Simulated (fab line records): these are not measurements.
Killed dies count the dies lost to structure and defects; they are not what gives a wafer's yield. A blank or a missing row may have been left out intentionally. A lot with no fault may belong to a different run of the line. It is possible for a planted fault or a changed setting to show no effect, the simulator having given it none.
Lot-split experiment	flow sky130	5 lots, 23 wafers read, on a route of 708 steps

ABOUT THE SPLIT
At SKY_RES_XHIGH_IMPLANT_07, the setting doseCm2 was moved away from the recipe's 3.6e+14 on 9 of the 23 wafers read, by -6.2% to +6.9%. The other wafers ran this setting at the recipe's value.

FROM THE SPLIT TO THE READING: what the file shows between them, 7 steps
- SKY_SD_N_COAT_02: resist thk 1140 nm (also split here: spinRpm)
- SKY_SD_N_IMPLANT_09 (also split here: energyKev)
- SKY_SD_N_IMPLANT_10
- SKY_SD_N_STRIP_11: strips in O2/N2
- SKY_SD_N_CLEAN_13: cleans in SC1/SC2, time 150 s
- SKY_SD_N_RTA_14: time 2 s
- SKY_SD_N_RS_MEAS_16: measures by four-point-probe

THE READING
RES_XHIGH_RS, in ohm/sq, at SKY_SD_N_RS_MEAS_18 (measures by four-point-probe). A value of 333.4 ohm/sq with a standard deviation of 0.92 ohm/sq is what fault-free wafers of this fab line usually give.

wafer	tool, chamber at the split	doseCm2 as run	against the recipe	RES_XHIGH_RS, ohm/sq	against lot-mates on the recipe
L074.1	implanter-03, 0	3.377e+14	-6.2%	351.4	+18.3
L074.2	implanter-03, 0	3.377e+14	-6.2%	352.5	+19.4
L074.4	implanter-03, 0	3.377e+14	-6.2%	352.2	+19.1
L074.5	implanter-03, 0	3.6e+14	recipe	332.8	-
L074.6	implanter-03, 0	3.6e+14	recipe	333.3	-
L078.1	implanter-04, 0	3.6e+14	recipe	334.5	-
L078.2	implanter-04, 0	3.848e+14	+6.9%	314.7	-19.2
L078.3	implanter-04, 0	3.6e+14	recipe	333.2	-
L078.5	implanter-04, 0	3.848e+14	+6.9%	315.4	-18.5
L078.6	implanter-04, 0	3.848e+14	+6.9%	315.6	-18.2
L080.1	implanter-04, 0	3.6e+14	recipe	334.6	-
L080.3	implanter-04, 0	3.6e+14	recipe	334.4	-
L080.6	implanter-04, 0	3.6e+14	recipe	333.6	-
L082.1	implanter-04, 0	3.6e+14	recipe	333.9	-
L082.3	implanter-04, 0	3.6e+14	recipe	334.2	-
L082.4	implanter-04, 0	3.6e+14	recipe	334.1	-
L082.5	implanter-04, 0	3.6e+14	recipe	335.1	-
L082.6	implanter-04, 0	3.6e+14	recipe	333.8	-
L085.1	implanter-04, 0	3.702e+14	+2.8%	324.7	-7.6
L085.2	implanter-04, 0	3.6e+14	recipe	332.9	-
L085.4	implanter-04, 0	3.6e+14	recipe	331.7	-
L085.5	implanter-04, 0	3.702e+14	+2.8%	324.9	-7.4
L085.6	implanter-04, 0	3.702e+14	+2.8%	324.8	-7.5

FIT RESULTS
A straight line over all 23 wafers: RES_XHIGH_RS changes by -2.84 ohm/sq for each +1% of doseCm2; r = -1.00; the points scatter about the line by 0.93 ohm/sq.
The same after taking each lot's own level away (the mean of its wafers on the recipe; 23 wafers): -2.86 ohm/sq for each +1%; r = -1.00; scatter 0.71 ohm/sq.
The reading moves by 20 ohm/sq for the largest change in doseCm2, on that fit.
From 332.30 to 334.22 ohm/sq: that is the span of the lots' own levels, equal to 2.1 times the standard deviation above.
Consequently the slope shifts little with the lot-to-lot level, the two slopes agreeing.
Check: -19.4 ohm/sq against its lot-mates is what the line predicts for one of the wafers moved furthest among these (+6.9%) when that wafer is left out of the fit. It came out at -19.2 ohm/sq against them.

FURTHER SPLITS ON THESE WAFERS
Before the reading, these wafers also passed through other splits. Each is held against what the fit with the lots' levels taken away leaves over:
other split on the same wafers	wafers away from the commonest value	r with RES_XHIGH_RS (lot level and that fit taken away)
SKY_LDD_LDN_IMPLANT_08 doseCm2	7	-0.33
SKY_POLY_CUT_COAT_02 resistThkNm	5	+0.16
SKY_SD_P_SOFTBAKE_03 tempC	10	+0.06
SKY_SD_N_COAT_02 spinRpm	8	+0.42
SKY_SD_N_IMPLANT_09 energyKev	8	+0.02

THE FILE'S OWN FIT
RES_XHIGH_RS changes by -2.84 ohm/sq for each +1% of doseCm2, r = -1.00.
